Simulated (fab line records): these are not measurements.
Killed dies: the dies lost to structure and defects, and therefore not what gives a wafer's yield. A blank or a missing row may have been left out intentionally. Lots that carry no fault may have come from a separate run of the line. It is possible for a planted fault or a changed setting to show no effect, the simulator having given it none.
The same fault as seen by 2 desks :: flow sky130 :: each desk holds nothing but its own numbers, with what lay behind them at the end

THE METROLOGY DESK
What the gauges read for every lot (on any tool): the sampled wafers with a number, averaged. A lot is out of limits, marked OUT, if its mean lies more than 4 standard deviations from the usual mean; the brackets give that distance.
Columns: A = cd-nm at SKY_SONOS_ONO_CD_MEAS_13, usual 410.2 nm; B = cd-nm at SKY_LDD_P_CD_MEAS_07, usual 379.5 nm
lot: L670
first seen here: day 12 20:47
A: 404.7
B: 379.7

lot: L672
first seen here: day 13 10:24
A: 409.8
B: 374.8

lot: L674
first seen here: day 14 04:24
A: 409.8
B: 380.5

lot: L676
first seen here: day 14 16:26
A: 412.2
B: 384.0

lot: L678
first seen here: day 15 17:31
A: 409.2
B: 382.9

lot: L681
first seen here: day 17 00:16
A: 410.2
B: 378.6

lot: L682
first seen here: day 17 00:38
A: 408.5
B: 376.0

lot: L683
first seen here: day 17 04:30
A: 410.9
B: 373.2

lot: L684
first seen here: day 17 15:34
A: 408.6
B: 380.9

lot: L685
first seen here: day 17 23:38
A: 413.3
B: 379.2

lot: L687
first seen here: day 18 10:03
A: 411.8
B: 380.9

lot: L691
first seen here: day 19 23:23
A: 412.2
B: 378.2

lot: L692
first seen here: day 20 09:09
A: 412.7
B: 379.6

lot: L693
first seen here: day 20 12:35
A: 407.8
B: 377.4
This desk's finding: nothing out of limits on any of the 14 lots.

FOR THE TOOL OWNER'S DESK: iline-stepper-02
The tool's own readings at SKY_VT_ADJUST_HVTP_EXPOSE_04 (exposes mask HVTPM, target cd 380 nm): means of the sampled wafers that have a number, for each lot that ran on this tool. A lot is out of limits, marked OUT, if its mean lies more than 4 standard deviations from the usual mean; the brackets give that distance.
Columns: A = exposure-dose-mJ-cm2 at SKY_VT_ADJUST_HVTP_EXPOSE_04, usual 139.95; B = focus-offset-nm at SKY_VT_ADJUST_HVTP_EXPOSE_04, usual -0.1 nm
lot: L672
first seen here: day 6 06:44
A: 139.66
B: -0.2

lot: L674
first seen here: day 6 21:52
A: 139.95
B: 0.4

lot: L681
first seen here: day 9 01:35
A: 139.77
B: -0.6

lot: L685
first seen here: day 9 17:32
A: 139.93
B: -0.3

lot: L692
first seen here: day 11 10:44
A: 140.12
B: 0.1

lot: L693
first seen here: day 11 15:56
A: 139.76
B: -0.4
This desk's finding: nothing out of limits on any of the 6 lots.

BROUGHT TOGETHER
Nothing out of limits was seen by the metrology desk.
The desk of the tool owner found nothing out of limits.

WHAT HAD BEEN PUT IN BY THE SIMULATOR
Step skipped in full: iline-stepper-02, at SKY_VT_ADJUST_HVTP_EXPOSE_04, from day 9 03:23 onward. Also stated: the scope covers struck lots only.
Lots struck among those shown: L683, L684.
